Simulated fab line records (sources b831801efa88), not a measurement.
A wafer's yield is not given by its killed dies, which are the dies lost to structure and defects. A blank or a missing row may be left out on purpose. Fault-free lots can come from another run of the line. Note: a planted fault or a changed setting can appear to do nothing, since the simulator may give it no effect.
fab line records	flow sky130
record lots=5	wafers=15	last-day=50
route steps=708 shown VIA3@576 METAL4@598 CAP2M@603 PAD_OPEN@708
lots that met no fault: from a run of the same line without faults
start-h: hours from the record's first day to the start of the lot's first wafer shown	wait-h: hours since the lot's step before	" repeats the value in the row above	L1.1+2: one row covering several wafers at once	- value missing, or start not given	* or withheld: withheld	< > ~ a bound
route shown NAME@n: a module of which the file shows steps, and the number in the route of the first	usual: mean/standard deviation taken from wafers without a fault	same: alike in all rows	chamber/n: place in a boat	sites: per-site readings	_std_site: standard deviation of those values	_edge_site: the outer-site mean with the inner-site mean subtracted	radius-mm: how far each site lies from the wafer's centre	mask NAME#n: copy n	behind: the tool/chamber that last shaped the wafer	hold: reason for holding the lot/hours on hold/outcome of the hold	device: transistor that didn't switch, given as n, p or np	end of line: tests run on the same wafers once the route is complete	for a step that has no rows: nothing shown but its recipe	killed: dies that structure and defects cost at the first sort, which is not the same as the wafer's yield	map: per-die view of a wafer (x killed, . not killed, _ where there is no die)
set.NAME: the setting the step ran with; set.NAME@STEP: the setting that earlier step ran with	model.NAME: the simulator's own value behind a step, which no gauge read
lots at selected steps of the route; one table per step, one row per wafer
services: a tool's chamber out of use, with start hour (start-h, from the record's first day; less than 0 if before it), hours out, and reason
## steps
# step SKY_VIA3_BOW_MEAS_03
# recipe mode=bow
# usual VIA3_BOW=79/8
lot.wafer	tool	chamber	start-h	wait-h	VIA3_BOW[um]
L464.1	film-metro-03	-	909.92	0.2	74
L464.4	"	-	"	"	73
L464.5	"	-	"	"	78
L468.1	film-metro-04	-	940.78	0.1	91
L468.3	"	-	"	"	77
L468.4	"	-	"	"	82
L470.2	film-metro-01	-	956.75	0.2	81
L470.3	"	-	"	"	91
L470.4	"	-	"	"	73
L473.3	film-metro-01	-	978.27	0.2	85
L473.4	"	-	"	"	81
L473.5	"	-	"	"	83
L487.2	film-metro-03	-	1066.38	0.3	65
L487.3	"	-	"	"	81
L487.6	"	-	"	"	83
# step SKY_VIA3_DEHYDRATE_04
# recipe temp-c=200	time-s=60
# step SKY_VIA3_HMDS_05
# recipe prime-time-s=60	prime-temp-c=120
# step SKY_VIA3_COAT_06
# recipe resist=BARC	temp-c=withheld	time-s=withheld	spin-rpm=3000	resist-thk-nm=60
# step SKY_VIA3_COAT_07
# recipe resist=KrF-thick	spin-rpm=3000	resist-thk-nm=450
# step SKY_VIA3_SOFTBAKE_08
# recipe temp-c=100	time-s=90	resist=KrF-thick
# step SKY_VIA3_EXPOSE_09
# recipe mask-id=VIM3	na=0.8	source-shape=annular	sigma-inner=0.55	sigma-outer=0.85	target-cd-nm=200	dose-mj=38
# step SKY_VIA3_PEB_10
# recipe peb-temp-c=withheld	peb-time-s=withheld	resist=KrF-thick
# step SKY_VIA3_DEVELOP_11
# recipe develop-time-s=60	resist=KrF-thick	dev-temp-c=21
# step SKY_VIA3_CD_MEAS_12
# recipe target-cd-nm=200
# usual cd-nm=199.8/1.3
lot.wafer	tool	chamber	start-h	wait-h	cd-nm
L464.1	cd-sem-02	-	934.97	-	198.8
L464.4	"	-	"	"	200.7
L464.5	"	-	"	"	199.7
L468.1	cd-sem-02	-	965.12	-	199.1
L468.3	"	-	"	"	199.9
L468.4	"	-	"	"	199.3
L470.2	cd-sem-02	-	981.71	-	201.6
L470.3	"	-	"	"	200.0
L470.4	"	-	"	"	201.2
L473.3	cd-sem-02	-	1002.01	-	198.9
L473.4	"	-	"	"	199.7
L473.5	"	-	"	"	198.8
L487.2	cd-sem-02	-	1087.79	-	199.7
L487.3	"	-	"	"	198.1
L487.6	"	-	"	"	199.5
# step SKY_VIA3_OVL_MEAS_13
# usual VIA3_OVL=3/5.2
lot.wafer	tool	chamber	start-h	wait-h	VIA3_OVL[nm]
L464.1	overlay-02	-	935.09	0.1	5
L464.4	"	-	"	"	3
L464.5	"	-	"	"	10
L468.1	overlay-01	-	965.24	0.1	10
L468.3	"	-	"	"	6
L468.4	"	-	"	"	8
L470.2	overlay-01	-	981.82	0.1	1
L470.3	"	-	"	"	4
L470.4	"	-	"	"	8
L473.3	overlay-01	-	1002.10	0.1	13
L473.4	"	-	"	"	15
L473.5	"	-	"	"	11
L487.2	overlay-02	-	1087.89	0.1	3
L487.3	"	-	"	"	1
L487.6	"	-	"	"	7
# step SKY_VIA3_ETCH_14
# recipe chemistry=N2/H2	target=BARC	ion-energy-ev=200	source-w=500	bias-w=100	pressure-mtorr=30	n2-flow-sccm=100	h2-flow-sccm=200	stop-on=SiO2	time-s=45.9	target-depth-a=600
# step SKY_VIA3_ETCH_15
# recipe target=SiO2	chemistry=C4F8/O2/Ar	target-depth-nm=507	stop-on=TiN	mask-material=KrF-thick	source-w=1500	bias-w=1200	pressure-mtorr=40	c4f8-flow-sccm=withheld	O2_flow_sccm=6	Ar_flow_sccm=300	time-s=78
# usual oes-product-au=0.945/0.0048
lot.wafer	tool	chamber	start-h	wait-h	oes-product-au	rf-hours-counter-h
L464.1	rie-diel-04	1	935.16	0.0	0.949	9
L464.4	"	2	"	"	0.945	6
L464.5	"	1	"	"	0.950	-
L468.1	rie-diel-01	3	965.32	0.0	0.944	18
L468.3	"	0	"	"	0.938	8
L468.4	"	2	"	"	0.939	12
L470.2	rie-diel-04	0	981.89	0.0	0.950	13
L470.3	"	3	"	"	0.950	12
L470.4	"	2	"	"	0.939	7
L473.3	rie-diel-04	2	1002.16	0.0	0.949	8
L473.4	"	0	"	"	0.952	13
L473.5	"	0	"	"	0.947	-
L487.2	rie-diel-04	2	1087.96	0.0	0.946	11
L487.3	"	1	"	"	0.947	14
L487.6	"	3	"	"	0.944	-
# step SKY_VIA3_STRIP_16
# recipe chemistry=O2/N2	power-w=1400	pressure-mtorr=1426	platen-temp-c=withheld	o2-flow-sccm=3000	n2-flow-sccm=300	overash-fraction=0.5
# usual drypump-motor-current-A=5.8/0.44	oes-product-au=0.402/0.005	strip-time-to-endpoint-s=4.186/0.021
lot.wafer	tool	chamber	start-h	wait-h	drypump-motor-current-A	oes-product-au	rf-hours-counter-h	strip-time-to-endpoint-s
L464.1	plasma-asher-01	1	935.22	0.0	5.8	0.383	80	4.158
L464.4	"	1	"	"	5.8	0.394	-	4.166
L464.5	"	0	"	"	5.5	0.399	-	4.174
L468.1	plasma-asher-02	0	965.38	0.0	5.2	0.399	22	4.175
L468.3	"	1	"	"	5.9	0.400	-	4.199
L468.4	"	0	"	"	5.2	0.402	-	4.197
L470.2	plasma-asher-03	1	981.95	0.0	5.8	0.399	55	4.179
L470.3	"	1	"	"	5.8	0.406	-	4.193
L470.4	"	0	"	"	6.7	0.408	-	4.178
L473.3	plasma-asher-02	1	1002.26	0.1	5.9	0.403	-	4.190
L473.4	"	0	"	"	5.2	0.403	-	4.180
L473.5	"	0	"	"	5.2	0.400	-	4.192
L487.2	plasma-asher-02	0	1088.02	0.0	5.2	0.402	34	4.157
L487.3	"	0	"	"	5.2	0.401	-	4.185
L487.6	"	0	"	"	5.2	0.403	-	4.151
# step SKY_VIA3_STRIP_17
# recipe chemistry=post-etch-residue-remover	time-s=1200	temp-c=72.5
# step SKY_VIA3_CLEAN_18
# recipe chemistry=IPA	time-s=180	temp-c=25
# step SKY_VIA3_CLEAN_19
# recipe chemistry=O3/DIW	dry=n2-spin
# step SKY_VIA3_SPUTTER_20
# recipe material=TiN	target-thk-nm=20	chamber-pressure-pa=5	power-w=4000	time-s=80
# usual throttle-valve-pct=29.8/1.4
lot.wafer	tool	chamber	start-h	wait-h	throttle-valve-pct
L464.1	pvd-sputter-01	-	935.82	0.0	31.5
L464.4	"	-	"	"	29.4
L464.5	"	-	"	"	31.6
L468.1	pvd-sputter-01	-	965.98	0.0	29.2
L468.3	"	-	"	"	29.6
L468.4	"	-	"	"	29.3
L470.2	pvd-sputter-03	-	982.54	0.0	32.0
L470.3	"	-	"	"	29.4
L470.4	"	-	"	"	27.5
L473.3	pvd-sputter-01	-	1002.91	0.0	31.4
L473.4	"	-	"	"	30.3
L473.5	"	-	"	"	31.1
L487.2	pvd-sputter-01	-	1088.62	0.0	31.3
L487.3	"	-	"	"	30.3
L487.6	"	-	"	"	30.2
# step SKY_VIA3_CVD_21
# recipe material=W	target-thk-nm=390	time-s=117.31	temp-c=400	pressure-torr=40
# step SKY_VIA3_RS_MEAS_22
# recipe thk-meas-gauge=four-point-probe	reads=W_of_VIA3_CVD_21+TiN_of_VIA3_SPUTTER_20
# usual VIA3_W_RS=0.294/0.0033
lot.wafer	tool	chamber	start-h	wait-h	VIA3_W_RS[ohm/sq]
L464.1	film-metro-03	-	936.00	0.1	0.295
L464.4	"	-	"	"	0.290
L464.5	"	-	"	"	0.293
L468.1	film-metro-04	-	966.16	0.1	0.288
L468.3	"	-	"	"	0.293
L468.4	"	-	"	"	0.290
L470.2	film-metro-04	-	982.75	0.1	0.294
L470.3	"	-	"	"	0.295
L470.4	"	-	"	"	0.290
L473.3	film-metro-03	-	1003.13	0.1	0.296
L473.4	"	-	"	"	0.298
L473.5	"	-	"	"	0.295
L487.2	film-metro-03	-	1088.95	0.2	0.300
L487.3	"	-	"	"	0.297
L487.6	"	-	"	"	0.299
# step SKY_VIA3_THK_MEAS_23
# recipe thk-meas-gauge=xrf	reads=W_of_VIA3_CVD_21
# usual VIA3_W_THK=384/8
lot.wafer	tool	chamber	start-h	wait-h	VIA3_W_THK[nm]
L464.1	film-metro-03	-	936.12	0.1	387
L464.4	"	-	"	"	391
L464.5	"	-	"	"	390
L468.1	film-metro-04	-	966.28	0.1	394
L468.3	"	-	"	"	389
L468.4	"	-	"	"	389
L470.2	film-metro-04	-	982.86	0.1	387
L470.3	"	-	"	"	386
L470.4	"	-	"	"	392
L473.3	film-metro-03	-	1003.23	0.1	385
L473.4	"	-	"	"	384
L473.5	"	-	"	"	387
L487.2	film-metro-03	-	1089.06	0.1	382
L487.3	"	-	"	"	383
L487.6	"	-	"	"	381
# step SKY_VIA3_CMP_24
# recipe stop-on=SiO2	t-overpolish-s=20	down-force-psi=3.5	platen-rpm=60	target-thk-nm=0	pad-velocity-m-s=0.94248
# usual head-pressure-psi=3.500/0.007	motor-current-A=11.0/0.74	overpolish-run-s=20.001/0.0091	slurry-flow-ml-min=150.0/0.47	time-to-endpoint-s=93.4/2.9
# same t-overpolish-s=20
lot.wafer	tool	chamber	start-h	wait-h	head-pressure-psi	motor-current-A	overpolish-run-s	slurry-flow-ml-min	time-to-endpoint-s
L464.4	cmp-01	2	936.18	0.0	3.504	10.3	19.998	150.6	90.1
L464.1	"	3	"	"	3.507	10.7	19.992	150.8	90.6
L464.5	"	2	"	"	3.513	11.4	20.010	150.4	88.2
L468.3	cmp-02	1	966.34	0.0	3.510	11.3	20.018	149.6	93.0
L468.1	"	3	"	"	3.493	9.6	19.996	149.6	97.6
L468.4	"	0	"	"	3.510	11.8	19.987	150.3	99.3
L470.2	cmp-02	3	982.91	0.0	3.509	9.6	20.000	149.8	96.5
L470.3	"	0	"	"	3.493	10.6	20.013	150.8	101.8
L470.4	"	1	"	"	3.490	10.2	20.000	149.5	96.4
L473.4	cmp-01	2	1003.35	0.1	3.498	11.6	19.994	149.8	90.9
L473.3	"	0	"	"	3.509	11.3	20.000	149.4	89.8
L473.5	"	1	"	"	3.517	10.8	20.008	149.8	93.1
L487.2	cmp-01	2	1089.11	0.0	3.510	10.4	20.003	150.4	92.6
L487.3	"	0	"	"	3.502	11.2	20.013	150.0	95.7
L487.6	"	2	"	"	3.498	11.1	20.006	150.8	93.4
# step SKY_METAL4_SPUTTER_00
# recipe material=Ti	target-thk-nm=15	power-w=3000	time-s=10	chamber-pressure-pa=0.4
# step SKY_METAL4_SPUTTER_01
# recipe material=TiN	target-thk-nm=20	power-w=6500	time-s=16.7	chamber-pressure-pa=0.4
# usual throttle-valve-pct=30.0/1.6
lot.wafer	tool	chamber	start-h	wait-h	throttle-valve-pct
L464.1	pvd-sputter-03	-	936.51	0.0	29.0
L464.4	"	-	"	"	27.6
L464.5	"	-	"	"	32.0
L468.1	pvd-sputter-04	-	966.67	0.0	30.9
L468.3	"	-	"	"	31.2
L468.4	"	-	"	"	31.2
L470.2	pvd-sputter-03	-	983.23	0.0	32.0
L470.3	"	-	"	"	27.5
L470.4	"	-	"	"	27.6
L473.3	pvd-sputter-04	-	1003.62	0.0	31.5
L473.4	"	-	"	"	31.3
L473.5	"	-	"	"	28.4
L487.2	pvd-sputter-01	-	1089.43	0.0	30.0
L487.3	"	-	"	"	29.4
L487.6	"	-	"	"	29.7
# step SKY_METAL4_SPUTTER_02
# recipe material=AlCu	target-thk-nm=735	power-w=10600	time-s=39.1	chamber-pressure-pa=0.4
# step SKY_METAL4_SPUTTER_03
# recipe material=Ti	target-thk-nm=5	power-w=3000	time-s=3.3	chamber-pressure-pa=0.4
# step SKY_METAL4_SPUTTER_04
# recipe material=TiN	target-thk-nm=70	power-w=6500	time-s=58.3	chamber-pressure-pa=0.4
# step SKY_CAP2M_CVD_00
# recipe material=SiO2	target-thk-nm=15.5	temp-c=400	time-s=withheld	rf-w=450
# step SKY_CAP2M_THK_MEAS_01
# recipe reads=SiO2_of_CAP2M_CVD_00
# usual CAP2M_CVD_00_THK=15.54/0.24
lot.wafer	tool	chamber	start-h	wait-h	CAP2M_CVD_00_THK[nm]
L464.1	film-metro-02	-	936.66	-	15.46
L464.4	"	-	"	"	15.82
L464.5	"	-	"	"	15.76
L468.1	film-metro-04	-	966.82	-	15.22
L468.3	"	-	"	"	15.21
L468.4	"	-	"	"	15.39
L470.2	film-metro-03	-	983.39	-	15.28
L470.3	"	-	"	"	15.23
L470.4	"	-	"	"	15.76
L473.3	film-metro-02	-	1003.81	-	15.54
L473.4	"	-	"	"	15.55
L473.5	"	-	"	"	15.86
L487.2	film-metro-04	-	1089.59	-	15.18
L487.3	"	-	"	"	15.57
L487.6	"	-	"	"	15.41
# step SKY_CAP2M_SPUTTER_02
# recipe material=TiN	target-thk-nm=200	temp-c=300	power-w=6500	time-s=166.7	chamber-pressure-pa=0.4
# usual susceptor-temp-C=299.98/0.18	throttle-valve-pct=30.3/0.99
lot.wafer	tool	chamber	start-h	wait-h	susceptor-temp-C	throttle-valve-pct
L464.1	pvd-sputter-04	-	936.72	0.1	299.96	31.5
L464.4	"	-	"	"	300.00	28.1
L464.5	"	-	"	"	300.02	31.6
L468.1	pvd-sputter-01	-	966.88	0.1	300.10	29.5
L468.3	"	-	"	"	299.90	29.6
L468.4	"	-	"	"	299.85	31.5
L470.2	pvd-sputter-04	-	983.44	0.0	299.85	31.6
L470.3	"	-	"	"	299.72	28.0
L470.4	"	-	"	"	299.98	31.0
L473.3	pvd-sputter-02	-	1003.85	0.0	300.21	29.7
L473.4	"	-	"	"	299.81	30.8
L473.5	"	-	"	"	300.06	29.8
L487.2	pvd-sputter-04	-	1089.64	0.0	300.02	31.4
L487.3	"	-	"	"	299.97	31.5
L487.6	"	-	"	"	299.99	31.3
# step SKY_CAP2M_RS_MEAS_03
# recipe thk-meas-gauge=four-point-probe	reads=TiN_of_CAP2M_SPUTTER_02
# usual CAP2M_TIN_RS=6.93/0.067
lot.wafer	tool	chamber	start-h	wait-h	CAP2M_TIN_RS[ohm/sq]
L464.1	film-metro-04	-	936.83	0.1	6.92
L464.4	"	-	"	"	6.92
L464.5	"	-	"	"	6.89
L468.1	film-metro-02	-	966.99	0.1	7.02
L468.3	"	-	"	"	6.98
L468.4	"	-	"	"	7.06
L470.2	film-metro-02	-	983.57	0.1	6.97
L470.3	"	-	"	"	6.85
L470.4	"	-	"	"	6.90
L473.3	film-metro-03	-	1004.00	0.1	6.94
L473.4	"	-	"	"	6.97
L473.5	"	-	"	"	6.99
L487.2	film-metro-02	-	1089.77	0.1	6.90
L487.3	"	-	"	"	6.82
L487.6	"	-	"	"	6.88
# step SKY_CAP2M_THK_MEAS_04
# recipe thk-meas-gauge=xrf	reads=TiN_of_CAP2M_SPUTTER_02
# usual CAP2M_TIN_THK=199.0/2.3
lot.wafer	tool	chamber	start-h	wait-h	CAP2M_TIN_THK[nm]
L464.1	film-metro-04	-	936.95	0.1	198.7
L464.4	"	-	"	"	198.3
L464.5	"	-	"	"	198.8
L468.1	film-metro-02	-	967.11	0.1	197.7
L468.3	"	-	"	"	197.8
L468.4	"	-	"	"	196.6
L470.2	film-metro-02	-	983.68	0.1	198.4
L470.3	"	-	"	"	201.3
L470.4	"	-	"	"	200.3
L473.3	film-metro-03	-	1004.10	0.1	197.6
L473.4	"	-	"	"	197.4
L473.5	"	-	"	"	197.2
L487.2	film-metro-02	-	1089.88	0.1	202.0
L487.3	"	-	"	"	203.6
L487.6	"	-	"	"	202.9
# step SKY_CAP2M_DEHYDRATE_05
# recipe temp-c=200	time-s=60
# step SKY_CAP2M_HMDS_06
# recipe prime-time-s=60	prime-temp-c=120
# step SKY_CAP2M_COAT_07
# recipe resist=NOVOLAK	spin-rpm=3000	resist-thk-nm=1140
# step SKY_CAP2M_SOFTBAKE_08
# recipe temp-c=90	time-s=60	resist=NOVOLAK
# step SKY_CAP2M_EXPOSE_09
# recipe mask-id=CAP2M	na=0.6	source-shape=conventional	sigma-outer=0.6	polarization=unpolarized	target-cd-nm=1000	dose-mj=159
# step SKY_CAP2M_PEB_10
# recipe temp-c=withheld	time-s=*	resist=NOVOLAK
# step SKY_CAP2M_DEVELOP_11
# recipe resist=NOVOLAK	developer=TMAH	develop-time-s=60	dev-temp-c=23
# step SKY_CAP2M_OVL_MEAS_12
# usual CAP2M_OVL=0.9/1.4
lot.wafer	tool	chamber	start-h	wait-h	CAP2M_OVL[nm]
L464.1	overlay-02	-	961.29	0.1	1.2
L464.4	"	-	"	"	0.8
L464.5	"	-	"	"	-0.9
L468.1	overlay-02	-	990.74	0.1	-1.9
L468.3	"	-	"	"	-0.6
L468.4	"	-	"	"	-1.3
L470.2	overlay-02	-	1006.78	0.1	2.9
L470.3	"	-	"	"	2.0
L470.4	"	-	"	"	2.3
L473.3	overlay-01	-	1026.13	0.1	0.4
L473.4	"	-	"	"	1.3
L473.5	"	-	"	"	-1.0
L487.2	overlay-01	-	1110.94	0.1	-0.5
L487.3	"	-	"	"	-0.7
L487.6	"	-	"	"	0.0
# step SKY_CAP2M_METAL_ETCH_13
# recipe target-depth-nm=220	stop-on=SiO2	chemistry=Cl2/BCl3	target=TiN	pressure-mtorr=10	icp-w=900	bias-w=48.5	Cl2_flow_sccm=60	bcl3-flow-sccm=30	time-s=62.9
# step SKY_CAP2M_STRIP_14
# recipe chemistry=O2/N2	power-w=1400	pressure-mtorr=1500	platen-temp-c=withheld	o2-flow-sccm=3000	n2-flow-sccm=300	overash-fraction=0.5
# step SKY_PAD_OPEN_PROBE_99
# usual defect-limited-yield=82.6/1.7	killed_at_M0_to_M3=43/6.5	killed_at_M4_up=3.2/1.9	killed-at-contacts=25/5.5	killed-at-front-end=14/4.2	killed-at-other=0.2/0.44	killed-dies=85/8.5	killed-open=47/7	killed-short=39/6.3	sort_bin_3_pad_short=0.9/0.46	sort_bin_5_function=10.3/1.4	sort_bin_6_memory=6.2/1.2	sort-n-pass=407/8.5	sort-yield-pct=82.6/1.7
# same gross-dies=492	killed-at-back-side=0	sort_bin_4_leakage[%]=0	sort_bin_8_speed[%]=0
lot.wafer	tool	chamber	start-h	wait-h	defect-limited-yield[%]	killed_at_M0_to_M3	killed_at_M4_up	killed-at-contacts	killed-at-front-end	killed-at-other	killed-dies	killed-open	killed-short	sort_bin_3_pad_short[%]	sort_bin_5_function[%]	sort_bin_6_memory[%]	sort-n-pass	sort-yield-pct[%]	model.etest.tester.sort-n-pass	model.etest.tester.sort-yield-pct	model.etest.tester.sort_bin_5_pct	model.etest.tester.sort_bin_3_pct
L464.1	prober-02	-	1082.15	0.1	81.9	46	2	26	15	0	89	42	47	0.8	11.8	5.5	403	81.9	403	81.91	11.79	0.813
L464.4	prober-02	-	1082.30	0.2	81.9	40	3	25	21	0	89	41	48	0.4	10.2	7.5	403	81.9	403	81.91	10.16	0.4065
L464.5	prober-02	-	1082.35	0.2	84.8	39	2	19	15	0	75	45	30	0.8	8.5	5.9	417	84.8	417	84.76	8.537	0.813
L468.1	prober-02	-	1109.34	0.1	84.6	34	7	22	12	1	76	44	32	0.6	10.8	4.1	416	84.6	416	84.55	10.77	0.6098
L468.3	prober-02	-	1109.44	0.2	82.9	36	5	32	11	0	84	38	46	2.0	8.1	6.9	408	82.9	408	82.93	8.13	2.033
L468.4	prober-02	-	1109.49	0.2	79.7	53	5	34	8	0	100	54	46	1.2	12.0	7.1	392	79.7	392	79.67	11.99	1.22
L470.2	prober-02	-	1120.84	0.1	82.5	51	1	20	14	0	86	40	46	1.6	10.8	5.1	406	82.5	406	82.52	10.77	1.626
L470.3	prober-02	-	1120.89	0.2	81.5	46	2	29	14	0	91	49	42	1.4	10.0	7.1	401	81.5	401	81.5	9.959	1.423
L470.4	prober-02	-	1120.94	0.2	79.1	47	6	27	23	0	103	49	54	2.2	11.8	6.9	389	79.1	389	79.06	11.79	2.236
L473.3	prober-02	-	1137.04	0.2	85.6	30	7	18	16	0	71	36	35	0.4	8.1	5.9	421	85.6	421	85.57	8.13	0.4065
L473.4	prober-02	-	1137.09	0.2	82.9	49	3	22	10	0	84	48	36	1.0	9.6	6.5	408	82.9	408	82.93	9.553	1.016
L473.5	prober-02	-	1137.14	0.2	83.1	47	3	18	15	0	83	48	35	0.8	10.6	5.5	409	83.1	409	83.13	10.57	0.813
L487.2	prober-01	-	1206.29	0.1	82.1	46	2	25	15	0	88	48	40	1.0	10.0	6.9	404	82.1	404	82.11	9.959	1.016
L487.3	prober-01	-	1206.34	0.2	74.0	96	3	21	8	0	128	36	29	3.7	16.1	6.3	364	74.0	364	73.98	16.06	3.659
L487.6	prober-01	-	1206.49	0.2	81.3	39	3	28	22	0	92	52	40	0.6	12.6	5.5	400	81.3	400	81.3	12.6	0.6098
# killed by level:class
L464.1 VIA1:geometric-particle:open=10 CONTACT:geometric-particle:short=9 METAL1:geometric-particle:short=7 LOCAL_INTERCONNECT:geometric-particle:short=7 CONTACT:geometric-particle:open=6 METAL2:geometric-particle:short=6 VIA2:geometric-particle:open=6 VIA3:geometric-particle:open=6
L464.4 CONTACT:geometric-particle:open=9 VIA1:geometric-particle:open=9 FIELD_ISO:geometric-particle:short=7 VIA1:geometric-particle:short=7 CONTACT:geometric-particle:short=6 METAL3:geometric-particle:short=6 FIELD_ISO:geometric-particle:open=5 LI_CONTACT:geometric-particle:open=5
L464.5 VIA3:geometric-particle:open=10 LI_CONTACT:geometric-particle:open=7 POLY_GATE:geometric-particle:open=6 VIA2:geometric-particle:open=6 CONTACT:geometric-particle:open=6 METAL2:geometric-particle:short=5 VIA1:geometric-particle:open=4 CONTACT:geometric-particle:short=3
L468.1 LI_CONTACT:geometric-particle:open=7 VIA1:geometric-particle:open=7 CONTACT:geometric-particle:open=6 VIA3:geometric-particle:open=6 METAL4:geometric-particle:short=6 VIA2:geometric-particle:open=5 LI_CONTACT:geometric-particle:short=4 METAL2:geometric-particle:short=4
L468.3 LI_CONTACT:geometric-particle:open=11 METAL1:geometric-particle:short=8 CONTACT:geometric-particle:open=7 LOCAL_INTERCONNECT:geometric-particle:short=6 METAL2:geometric-particle:short=6 VIA3:geometric-particle:short=5 METAL4:geometric-particle:short=5 CONTACT:geometric-particle:short=4
L468.4 LI_CONTACT:geometric-particle:open=14 VIA2:geometric-particle:open=12 CONTACT:geometric-particle:open=8 VIA1:geometric-particle:open=8 METAL1:geometric-particle:short=7 LOCAL_INTERCONNECT:geometric-particle:short=6 VIA3:geometric-particle:short=6 METAL2:geometric-particle:short=5
L470.2 METAL1:geometric-particle:short=8 METAL2:geometric-particle:short=8 VIA1:geometric-particle:open=7 VIA2:geometric-particle:open=7 LI_CONTACT:geometric-particle:open=6 CONTACT:geometric-particle:short=5 VIA3:geometric-particle:open=5 FIELD_ISO:geometric-particle:open=4
L470.3 VIA2:geometric-particle:open=10 CONTACT:geometric-particle:open=10 METAL2:geometric-particle:short=10 LI_CONTACT:geometric-particle:short=8 VIA1:geometric-particle:open=8 POLY_GATE:geometric-particle:open=6 VIA3:geometric-particle:open=6 CONTACT:geometric-particle:short=4
L470.4 VIA1:geometric-particle:open=11 POLY_GATE:geometric-particle:open=8 LI_CONTACT:geometric-particle:open=8 METAL1:geometric-particle:short=7 FIELD_ISO:geometric-particle:short=5 LI_CONTACT:geometric-particle:short=5 METAL2:geometric-particle:short=5 CONTACT:geometric-particle:short=5
L473.3 CONTACT:geometric-particle:open=7 METAL4:geometric-particle:short=5 LOCAL_INTERCONNECT:geometric-particle:short=5 VIA1:geometric-particle:open=5 FIELD_ISO:geometric-particle:open=4 METAL2:geometric-particle:short=4 METAL1:geometric-particle:short=4 VIA2:geometric-particle:open=4
L473.4 VIA1:geometric-particle:open=14 CONTACT:geometric-particle:open=9 METAL1:geometric-particle:short=9 LI_CONTACT:geometric-particle:open=8 VIA2:geometric-particle:open=7 VIA1:geometric-particle:short=5 METAL2:geometric-particle:short=5 FIELD_ISO:geometric-particle:short=4
L473.5 VIA1:geometric-particle:open=9 LI_CONTACT:geometric-particle:open=9 VIA3:geometric-particle:open=9 VIA1:geometric-particle:short=6 VIA2:geometric-particle:open=6 CONTACT:geometric-particle:short=5 METAL2:geometric-particle:short=5 FIELD_ISO:geometric-particle:open=4
L487.2 VIA1:geometric-particle:open=13 CONTACT:geometric-particle:open=10 METAL1:geometric-particle:short=8 VIA2:geometric-particle:open=8 LI_CONTACT:geometric-particle:open=6 METAL2:geometric-particle:short=4 VIA3:geometric-particle:short=4 POLY_GATE:geometric-particle:short=3
L487.3 VIA3:unspecified=63 VIA1:geometric-particle:open=10 CONTACT:geometric-particle:open=8 LI_CONTACT:geometric-particle:open=4 CONTACT:geometric-particle:short=4 METAL1:geometric-particle:short=4 LOCAL_INTERCONNECT:geometric-particle:short=3 METAL2:geometric-particle:open=3
L487.6 VIA1:geometric-particle:open=10 FIELD_ISO:geometric-particle:open=9 LI_CONTACT:geometric-particle:open=7 VIA2:geometric-particle:open=7 VIA3:geometric-particle:open=7 CONTACT:geometric-particle:short=6 CONTACT:geometric-particle:open=6 METAL2:geometric-particle:short=6
# map L487.3 (x killed, . not)
__________....x.x..._________
________......xx......_______
______.....x...x........_____
_____x...x..xx.......x...____
____........x...x.......x.___
___............x.....x.....__
__.........................._
_.....x............x...x.....
_x..x...........x..x.x.x..x..
_x..............x...xx.x.....
_......xx..x..x..x.xxxxxxx...
_...xxx...........xxxxxxxxx..
_.......x.....x...xxxxxxxxxxx
_x..xx...........xxxxxxxxxxx.
_...........x..x..xxxxxxxxx..
__...............x.xxxxxxxx._
___........xx....x..x.xxx.x__
____.x........x.....xx.xx.___
_____.x.............xx..x____
______........x........x_____
________.x...x.x.....x_______
__________.x.x......_________
# map L470.4 (x killed, . not)
__________....x...x._________
________x............._______
______x...x..x.......x.._____
_____..x...........x...xx____
____...x.....x.xx....xx...___
___..x.......x.x.x.x.......__
__.x...x...x...x.......x...x_
_........x.x......x......x.x.
_....x.x.xx.x.xx..........xxx
_......x...xx....x..xx.x.....
_.....xxxx.............x.....
_x.........x.....xx.......x..
_.............x....x.xx.x....
_..........xx..xx..........x.
_..x......x....x....x.x......
__.x................x...x..x_
___x.x.............x...x...__
____.........x......x.x..x___
_____.x...x..xx.........x____
______.x.x.x..x........._____
________....x...xx..x._______
__________....x...xx_________
## services
tool	chamber	start-h	hours	kind
cmp-01	-	912.05	4.0	pm
rie-diel-04	1	924.52	6.0	repair
pvd-sputter-01	0	958.21	-	consumable-replace:kit
pvd-sputter-01	0	958.21	18.0	scheduled-down
pvd-sputter-01	0	958.21	18.0	vent-cycle
rie-diel-04	0	961.20	2.6	repair
rie-diel-01	3	973.50	21.0	repair
plasma-asher-01	-	977.57	0.7	repair
rie-diel-01	-	986.09	0.1	repair
plasma-asher-01	-	987.59	0.6	repair
cmp-01	-	997.22	1.6	repair
cmp-02	-	998.89	6.8	pm
rie-diel-04	3	1010.36	5.4	repair
cmp-01	-	1013.63	4.2	pm
cmp-01	-	1020.90	1.5	repair
pvd-sputter-03	-	1025.08	1.1	repair
plasma-asher-02	-	1034.80	1.3	repair
rie-diel-04	1	1048.96	3.5	repair
rie-diel-01	-	1051.15	0.2	repair
cmp-01	-	1068.94	1.6	repair
pvd-sputter-01	3	1083.39	-	consumable-replace:kit
pvd-sputter-01	3	1083.39	18.0	scheduled-down
cmp-02	-	1084.00	4.0	pm
cmp-02	-	1085.06	1.2	repair
## key
first-sign step=SKY_PAD_OPEN_PROBE_99	reading=killed_at_M0_to_M3	direction=up	sigmas=8.2	usual=43	struck=96
effect step=SKY_PAD_OPEN_PROBE_99	reading=sort_bin_3_pad_short	direction=up	sigmas=6	usual=0.9	struck=3.7
model-effect step=SKY_PAD_OPEN_PROBE_99	value=etest.tester.sort-n-pass	without=418	struck=364
met-at SKY_VIA3_ETCH_15
struck-wafers L487.3
onset-between 935.16 1087.96
fault kind=chamber-particle-source	tool=rie-diel-04	chamber=1	onset-h=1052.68	steps=SKY_VIA3_ETCH_15	rate-per-visit-cm2=1.5351	end-h=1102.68
